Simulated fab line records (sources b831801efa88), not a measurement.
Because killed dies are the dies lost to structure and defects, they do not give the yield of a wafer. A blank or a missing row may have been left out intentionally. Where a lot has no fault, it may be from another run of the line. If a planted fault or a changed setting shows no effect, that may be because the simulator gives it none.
What tool caused it?    flow sky130    40 wafers from 14 lots sampled at 4 of the route's 708 steps

WHAT THE GAUGES READ, wafer by wafer
SKY_PWDE_TW_MEAS_10. Usual: PWDE_TW typically reads 375, with standard deviation 4.9.
lot   measured     on             PWDE_TW      flag
L137  day 4 01:52  film-metro-04  382 381 381  
L138  day 4 06:10  film-metro-01  376 374 373  
L139  day 4 09:15  film-metro-03  373 372 373  
L140  day 4 15:11  film-metro-01  376 376 374  
L141  day 4 20:01  film-metro-03  373 371 371  
L142  day 5 03:37  film-metro-01  372 374 375  
L145  day 5 20:45  film-metro-04  380 382 381  
L149  day 6 22:19  film-metro-03  371 370      
L151  day 7 08:26  film-metro-04  380 381      
L155  day 8 02:23  film-metro-01  376 375 376  
L156  day 8 08:43  film-metro-03  369 371 371  
L157  day 8 12:41  film-metro-04  381 378 381  
L158  day 8 18:04  film-metro-01  377 379 377  
L160  day 9 04:15  film-metro-04  381 381 383  

SKY_VT_ADJUST_HVTR_OVL_MEAS_08. Usual: VT_ADJUST_HVTR_OVL typically reads 0.2 nm, with standard deviation 1.2.
lot   measured      on          VT_ADJUST_HVTR_OVL (nm)  flag
L137  day 9 21:05   overlay-01  -0.2 0.3 0.6             
L138  day 10 03:44  overlay-02  1.9 0.5 1.0              
L139  day 10 08:18  overlay-01  -1.6 -0.4 1.8            
L140  day 10 15:49  overlay-02  1.1 0.2 0.5              
L141  day 10 21:15  overlay-01  0.6 -0.7 0.0             
L142  day 11 07:47  overlay-02  -1.1 0.8 0.5             
L145  day 12 06:58  overlay-02  0.8 -0.3 0.0             
L149  day 13 19:40  overlay-01  -1.3 0.6                 
L151  day 14 10:29  overlay-02  1.0 3.0                  
L155  day 15 10:31  overlay-01  0.2 0.4 0.8              
L156  day 15 19:12  overlay-01  1.7 0.6 -1.5             
L157  day 15 23:37  overlay-01  -1.7 -2.6 -0.6           
L158  day 16 10:06  overlay-01  1.0 -1.3 -1.0            
L160  day 16 22:43  overlay-01  -0.6 -1.8 -1.1           

EACH LOT AND THE TOOL THAT RAN IT (in order: tool; ch and the chambers of the sampled wafers; start)
lot   SKY_DNWELL_STRIP_08                  SKY_VT_ADJUST_HVTP_SOFTBAKE_03
L137  plasma-asher-03 ch 0,1, day 3 08:09  litho-track-04 ch 0, day 5 22:41
L138  plasma-asher-04 ch 0,1, day 3 12:30  litho-track-04 ch 0, day 6 04:11
L139  plasma-asher-04 ch 0,1, day 3 15:59  litho-track-04 ch 0, day 6 08:08
L140  plasma-asher-02 ch 0,1, day 3 20:40  litho-track-04 ch 0, day 6 14:50
L141  plasma-asher-02 ch 0,1, day 4 02:15  litho-track-04 ch 0, day 6 19:05
L142  plasma-asher-02 ch 0,1, day 4 09:00  litho-track-04 ch 0, day 7 03:37
L145  plasma-asher-03 ch 0,1, day 5 02:32  litho-track-03 ch 0, day 7 22:46
L149  plasma-asher-02 ch 0,1, day 6 03:03  litho-track-01 ch 0, day 9 03:57
L151  plasma-asher-03 ch 0,1, day 6 12:18  litho-track-01 ch 0, day 9 15:01
L155  plasma-asher-03 ch 0, day 7 06:36    litho-track-04 ch 0, day 10 12:56
L156  plasma-asher-03 ch 0,1, day 7 12:15  litho-track-04 ch 0, day 10 17:35
L157  plasma-asher-03 ch 0,1, day 7 16:25  litho-track-04 ch 0, day 10 22:47
L158  plasma-asher-03 ch 0,1, day 7 21:12  litho-track-04 ch 0, day 11 06:13
L160  plasma-asher-04 ch 0,1, day 8 06:01  litho-track-04 ch 0, day 11 14:58
- SKY_DNWELL_STRIP_08: strips in O2/N2.
- SKY_VT_ADJUST_HVTP_SOFTBAKE_03: time 60 s.

WHAT THE TOOLS THEMSELVES READ (means of the sampled wafers that have a number; where no wafer has one, the mark that the record gives instead)
SKY_DNWELL_STRIP_08. Usual: drypump-motor-current-A 5.8 A, standard deviation 0.6; n2-flow-sccm 300.0 sccm, standard deviation 0.8; oes-product-au 0.722 a.u., standard deviation 0.0048; strip-time-to-endpoint-s 36.96 s, standard deviation 0.1.
lot   tool             drypump-motor-current-A (A)  n2-flow-sccm (sccm)  oes-product-au (a.u.)  strip-time-to-endpoint-s (s)  flag
L137  plasma-asher-03  6.0                          299.6                0.724                  36.81                         
L138  plasma-asher-04  6.1                          300.1                0.720                  36.97                         
L139  plasma-asher-04  6.1                          301.0                0.725                  37.09                         
L140  plasma-asher-02  5.2                          300.6                0.718                  37.09                         
L141  plasma-asher-02  5.2                          299.9                0.719                  36.80                         
L142  plasma-asher-02  5.2                          300.2                0.720                  37.01                         
L145  plasma-asher-03  5.8                          299.7                0.719                  36.98                         
L149  plasma-asher-02  5.5                          300.2                0.718                  37.13                         
L151  plasma-asher-03  5.9                          299.4                0.729                  37.02                         
L155  plasma-asher-03  5.6                          300.4                0.726                  36.99                         
L156  plasma-asher-03  6.0                          299.4                0.721                  36.99                         
L157  plasma-asher-03  5.8                          301.3                0.724                  37.04                         
L158  plasma-asher-03  6.1                          300.3                0.725                  37.08                         
L160  plasma-asher-04  6.3                          299.9                0.720                  36.91                         

SKY_VT_ADJUST_HVTP_SOFTBAKE_03. Usual: 89.24 s for run-length-s, sd 0.12.
lot   tool            run-length-s (s)  flag
L137  litho-track-04  89.21             
L138  litho-track-04  89.26             
L139  litho-track-04  89.19             
L140  litho-track-04  89.25             
L141  litho-track-04  89.15             
L142  litho-track-04  89.16             
L145  litho-track-03  89.09             
L149  litho-track-01  93.08             OFF
L151  litho-track-01  93.18             OFF
L155  litho-track-04  89.26             
L156  litho-track-04  89.20             
L157  litho-track-04  89.17             
L158  litho-track-04  89.22             
L160  litho-track-04  89.18             

THE ANSWER, worked out from the rows above alone
Rule: a lot is off if the mean of its wafers that have a number lies more than 3 standard deviations from the usual mean. A lot without any number at a reading at which 4 lots or more have one is off too. Where the step has rows for the other lots, those lots are counted as sound. First the gauges in route order, then the tools' own readings, where a lot's mean is used as printed above. The first step at which some lot is off is used, and at that step the reading that is off furthest; a lot without a number counts as furthest.
Off, at SKY_VT_ADJUST_HVTP_SOFTBAKE_03 on run-length-s: L149, L151.
If a tool, at that step or one of the process steps before it, ran each lot that is off and ran no sound lot following the first of them, it fits. One fits: litho-track-01 at SKY_VT_ADJUST_HVTP_SOFTBAKE_03. It ran no sound lot before its first lot that is off in this sample, so the start can't be narrowed down.
The tool's own readings at SKY_VT_ADJUST_HVTP_SOFTBAKE_03 bear it out: on the lots that are off they differ by more than 5 times the standard deviation of the sound lots' means. run-length-s reads 93.13 s there against 89.20 s on the sound lots.

WHAT THE SIMULATOR HAD INSERTED
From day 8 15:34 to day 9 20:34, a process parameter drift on litho-track-01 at SKY_VT_ADJUST_HVTP_SOFTBAKE_03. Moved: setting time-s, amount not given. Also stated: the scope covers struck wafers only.
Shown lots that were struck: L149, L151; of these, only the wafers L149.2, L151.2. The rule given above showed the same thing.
